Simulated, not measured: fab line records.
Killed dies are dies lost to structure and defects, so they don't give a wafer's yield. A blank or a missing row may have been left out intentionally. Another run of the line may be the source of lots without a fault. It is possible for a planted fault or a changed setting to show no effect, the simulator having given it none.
A single fault, viewed from 2 desks    flow sky130    only its own numbers are on each desk; what lay behind them is given at the end

THE METROLOGY DESK
Lot by lot, what the gauges showed, no matter which tool ran the lot: averages of those sampled wafers that carry a number. If a lot's mean is further than 4 standard deviations from the usual mean, the lot is out of limits and carries the mark OUT (the distance appears in the brackets).
Columns: A = VIA2_HDPCVD_THK at SKY_VIA2_THK_MEAS_01, usual 1181 nm; B = cdNm at SKY_VIA2_CD_MEAS_12, usual 199.8 nm
lot   first seen here  A     B
L797  day 35 22:02     1175  198.4
L800  day 36 22:30     1184  201.1
L804  day 37 22:31     1179  197.2
L807  day 38 21:19     1173  198.3
L810  day 39 21:44     1170  199.0
L812  day 40 10:27     1184  200.5
L813  day 40 17:59     1178  201.2
L815  day 41 04:07     1190  200.5
L817  day 42 00:00     1185  199.3
L818  day 42 06:59     1188  201.2
L819  day 42 17:16     1187  200.3
This desk's finding: nothing out of limits on any of the 11 lots.

TOOL OWNER'S DESK, rieMetal-01
The tool's own readings at SKY_CAPM_METAL_ETCH_13 (etches TiN in Cl2/BCl3, stops on SiO2, target depth 220 nm, time 62.9 s): means of the sampled wafers that have a number, for each lot that ran on this tool. If a lot's mean is further than 4 standard deviations from the usual mean, the lot is out of limits and carries the mark OUT (the distance appears in the brackets).
Columns: A = biasW at SKY_CAPM_METAL_ETCH_13, usual 48.52 W; B = drypumpMotorCurrentA at SKY_CAPM_METAL_ETCH_13, usual 5.61 A; C = oesProductAu at SKY_CAPM_METAL_ETCH_13, usual 0.944 a.u.; D = throttleValvePct at SKY_CAPM_METAL_ETCH_13, usual 21.898 %
lot   first seen here  A                B     C      D
L800  day 39 04:08     48.41            5.54  0.942  21.902
L804  day 40 02:53     53.30 (+34) OUT  5.54  0.950  21.895
L807  day 40 23:28     53.35 (+35) OUT  5.70  0.952  21.895
L817  day 44 00:14     48.47            5.55  0.952  21.892
L818  day 44 07:04     48.49            5.53  0.943  21.898
This desk's verdict: out of limits on L804, L807, starting with L804 at day 40 02:53 (biasW at SKY_CAPM_METAL_ETCH_13). In limits: L800, L817, L818.

ALL TOGETHER
On L804, L807, at day 40 02:53, an alarm was possible from the tool owner's desk.
Metrology desk: nothing out of limits seen.
The metrology desk has L804, L807 on record, within its limits.
All the named lots went through SKY_CAPM_METAL_ETCH_13 on rieMetal-01.

WHAT THE SIMULATOR PUT IN
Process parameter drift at SKY_CAPM_METAL_ETCH_13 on rieMetal-01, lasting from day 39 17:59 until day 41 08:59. From 48.5, the setting biasW moved by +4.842. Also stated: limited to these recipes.
Shown lots that were struck: L804, L807.
Delay in hours, fault start to first out-of-limits reading, by desk: the tool owner's desk at 9.
